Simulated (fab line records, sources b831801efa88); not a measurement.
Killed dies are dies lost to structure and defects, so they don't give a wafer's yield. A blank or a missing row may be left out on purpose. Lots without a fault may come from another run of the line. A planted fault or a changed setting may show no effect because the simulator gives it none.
Chamber matching | flow sky130 | SKY_VIA2_ETCH_15 on rie_diel-02: 4 sister chambers
The step etches SiO2 in C4F8/O2/Ar, stops on TiN, target depth 546 nm, time 84 s. 18 wafers are shown with their chamber, then 9 later ones without.

WAFERS WITH THEIR CHAMBER
wafer  | chamber | oes_product_au (a.u.)
L074.1 | 3       | 0.948
L074.3 | 2       | 0.929
L074.5 | 3       | 0.928
L077.4 | 3       | 0.942
L077.5 | 2       | 0.942
L077.6 | 1       | 0.942
L083.1 | 1       | 0.940
L083.2 | 3       | 0.938
L083.3 | 0       | 0.930
L090.2 | 2       | 0.945
L090.5 | 1       | 0.936
L090.6 | 0       | 0.937
L091.3 | 1       | 0.939
L091.4 | 3       | 0.938
L091.6 | 0       | 0.939
L092.1 | 0       | 0.943
L092.2 | 1       | 0.937
L092.4 | 2       | 0.932

SIGNATURES (means of the wafers above)
reading        | chamber 0 | chamber 1 | chamber 2 | chamber 3 | scatter within a chamber
oes_product_au | 0.93725   | 0.93880   | 0.93700   | 0.93880   | 0.00599
Rule: a wafer's distance from a chamber is the root of the sum, over the readings, of the square of ((its reading less the chamber's mean) divided by the reading's scatter). The wafer belongs to the nearest chamber; if the next one is less than 2 further off, it can't be placed. The scatter: the root of (the sum of the squares of (reading less its chamber's mean) over the shown wafers, divided by (wafers less chambers)).

WAFERS WITHOUT THEIR CHAMBER
wafer  | oes_product_au (a.u.)
L095.1 | 0.934
L095.2 | 0.937
L095.6 | 0.945
L096.2 | 0.945
L096.5 | 0.943
L096.6 | 0.949
L097.1 | 0.944
L097.4 | 0.941
L097.5 | 0.942

WHICH CHAMBER EACH WENT THROUGH
wafer  | from the rows above               | in truth
L095.1 | can't be placed: 2 or 0 or 1 or 3 | 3
L095.2 | can't be placed: 2 or 0 or 1 or 3 | 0
L095.6 | can't be placed: 1 or 3 or 0 or 2 | 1
L096.2 | can't be placed: 1 or 3 or 0 or 2 | 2
L096.5 | can't be placed: 1 or 3 or 0 or 2 | 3
L096.6 | can't be placed: 1 or 3 or 0 or 2 | 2
L097.1 | can't be placed: 1 or 3 or 0 or 2 | 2
L097.4 | can't be placed: 1 or 3 or 0 or 2 | 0
L097.5 | can't be placed: 1 or 3 or 0 or 2 | 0
Placed correctly: 0 of 9. Can't be placed from these rows: 9 (the true chamber is among the candidates in 9). Placed wrongly: 0.
